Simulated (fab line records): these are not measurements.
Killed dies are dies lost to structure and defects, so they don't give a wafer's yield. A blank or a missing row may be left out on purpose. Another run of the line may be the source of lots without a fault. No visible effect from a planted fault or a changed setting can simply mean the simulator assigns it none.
2 desks looking at one fault | flow sky130 | every desk sees just its own numbers, and what lay behind them comes last

FROM THE METROLOGY DESK
Means of the sampled wafers that have a number, per lot and without regard to the tool the lot ran on: this is what the gauges read. If a lot's mean is further than 4 standard deviations from the usual mean, the lot is out of limits and carries the mark OUT (the distance appears in the brackets).
Columns: A = CAPM_TIN_RS at SKY_CAPM_RS_MEAS_03, usual 6.95 ohm/sq; B = CAPM_TIN_THK at SKY_CAPM_THK_MEAS_04, usual 197.0 nm
lot  | first seen here | A               | B
L791 | day 37 00:53    | 7.02            | 194.7
L793 | day 37 08:13    | 6.90            | 198.1
L792 | day 37 10:24    | 6.91            | 198.7
L794 | day 37 13:53    | 6.99            | 196.6
L796 | day 38 00:10    | 6.94            | 198.3
L798 | day 38 13:54    | 6.94            | 198.0
L799 | day 38 19:01    | 7.38 (+5.1) OUT | 184.7 (-4.7) OUT
L803 | day 40 01:44    | 7.00            | 196.2
L807 | day 41 05:56    | 6.96            | 195.7
L810 | day 41 22:29    | 6.92            | 198.2
L811 | day 42 09:01    | 7.06            | 194.5
L812 | day 42 16:00    | 6.97            | 197.0
L814 | day 43 00:08    | 7.05            | 193.8
Per this desk, out of limits: L799; the first was L799, day 38 19:01 (CAPM_TIN_RS at SKY_CAPM_RS_MEAS_03). L791, L793, L792, L794, L796, L798, L803, L807, L810, L811, L812, L814 stayed within limits.

TOOL OWNER'S DESK, pvdSputter-01
At SKY_CAPM_SPUTTER_02 (material TiN, target thk 200 nm, time 166.7 s) the tool's own readings: per lot run on this tool, the mean of the sampled wafers that have a number. If a lot's mean is further than 4 standard deviations from the usual mean, the lot is out of limits and carries the mark OUT (the distance appears in the brackets).
Columns: A = cathodeDcPowerW at SKY_CAPM_SPUTTER_02, usual 6499.7 W; B = chamberPressurePa at SKY_CAPM_SPUTTER_02, usual 0.4000 Pa; C = throttleValvePct at SKY_CAPM_SPUTTER_02, usual 30.1 %
lot  | first seen here | A                        | B      | C
L791 | day 37 00:44    | 6499.7                   | 0.4004 | 29.5
L796 | day 38 00:01    | 6499.0                   | 0.4000 | 30.5
L799 | day 38 18:52    | 6197.4 (-99 or more) OUT | 0.3996 | 29.3
Finding of this desk: L799 out of limits; the first was L799 at day 38 18:52, on cathodeDcPowerW at SKY_CAPM_SPUTTER_02. L791, L796 stayed within limits.

ALL TOGETHER
At day 38 18:52, on L799, the tool owner's desk was in a position to raise an alarm.
At day 38 19:01 the metrology desk could have sounded an alarm, on L799.
All the named lots went through SKY_CAPM_SPUTTER_02 on pvdSputter-01.

WHAT WAS PUT IN BY THE SIMULATOR
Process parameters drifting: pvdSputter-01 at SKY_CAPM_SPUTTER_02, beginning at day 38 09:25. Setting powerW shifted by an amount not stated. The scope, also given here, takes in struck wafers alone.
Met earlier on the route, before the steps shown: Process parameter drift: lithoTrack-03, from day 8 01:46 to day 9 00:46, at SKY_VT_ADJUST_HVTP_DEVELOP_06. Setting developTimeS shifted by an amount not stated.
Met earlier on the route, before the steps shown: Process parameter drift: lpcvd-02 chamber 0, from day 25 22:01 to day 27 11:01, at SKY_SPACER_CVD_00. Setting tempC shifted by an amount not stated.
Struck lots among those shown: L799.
Hours from the fault's start to each desk's first reading out of limits: the tool owner's desk, 9; the metrology desk, 10.
